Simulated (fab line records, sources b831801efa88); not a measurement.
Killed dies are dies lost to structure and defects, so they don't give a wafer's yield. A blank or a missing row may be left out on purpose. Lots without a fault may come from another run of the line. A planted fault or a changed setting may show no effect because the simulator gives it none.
Which tool did it? | flow gf180mcu | 6 lots, 18 wafers sampled, at 3 steps of a route of 602

WHAT THE GAUGES READ, wafer by wafer
GF_V4_RS_MEAS_24: measures by four-point-probe.
lot  | measured     | on            | V4_W_RS (ohm/sq)
L122 | day 25 02:25 | film_metro-02 | 0.329 0.329 0.330
L126 | day 26 13:01 | film_metro-01 | 0.319 0.321 0.325
L128 | day 27 08:25 | film_metro-01 | 0.329 0.322 0.326
L130 | day 27 16:43 | film_metro-01 | 0.313 0.316 0.313
L140 | day 30 15:26 | film_metro-02 | 0.332 0.324 0.327
L142 | day 31 04:28 | film_metro-02 | 0.323 0.329 0.327

WHICH TOOL RAN EACH LOT (tool, then ch and the chambers of the sampled wafers, then the start)
lot  | GF_V4_STRIP_18                       | GF_V4_CVD_23
L122 | plasma_asher-02 ch 0,1, day 25 01:38 | cvd_w-01 ch 0,1, day 25 02:18
L126 | plasma_asher-02 ch 0,1, day 26 12:15 | cvd_w-02 ch 0,1, day 26 12:53
L128 | plasma_asher-04 ch 0,1, day 27 07:39 | cvd_w-01 ch 0,1, day 27 08:17
L130 | plasma_asher-02 ch 0,1, day 27 15:56 | cvd_w-02 ch 0,1, day 27 16:36
L140 | plasma_asher-02 ch 0,1, day 30 14:39 | cvd_w-01 ch 0,1, day 30 15:17
L142 | plasma_asher-01 ch 0,1, day 31 03:42 | cvd_w-02 ch 0,1, day 31 04:20
- GF_V4_STRIP_18: strips in O2/N2.
- GF_V4_CVD_23: deposits W, target thk 350 nm, time 104.9 s.

THE ANSWER, worked out from the rows above alone
Rule: what is usual is taken from the lots themselves. Put in order of their means at a reading, lots are off if they are a third of the lots or fewer, leave a main group of 4 or more, and stand apart from it by a gap of 3 or more times the standard deviation of the main group's means; of several such gaps the widest counts. A main group whose means are all the same, to the digits that the tables above print for the reading, isn't used. A lot without any number at a reading at which 4 lots or more have one is off too. The other lots that the step has rows for count as sound.
No lot is off at any reading shown: from this, nothing can be told.

WHAT THE SIMULATOR HAD PUT IN
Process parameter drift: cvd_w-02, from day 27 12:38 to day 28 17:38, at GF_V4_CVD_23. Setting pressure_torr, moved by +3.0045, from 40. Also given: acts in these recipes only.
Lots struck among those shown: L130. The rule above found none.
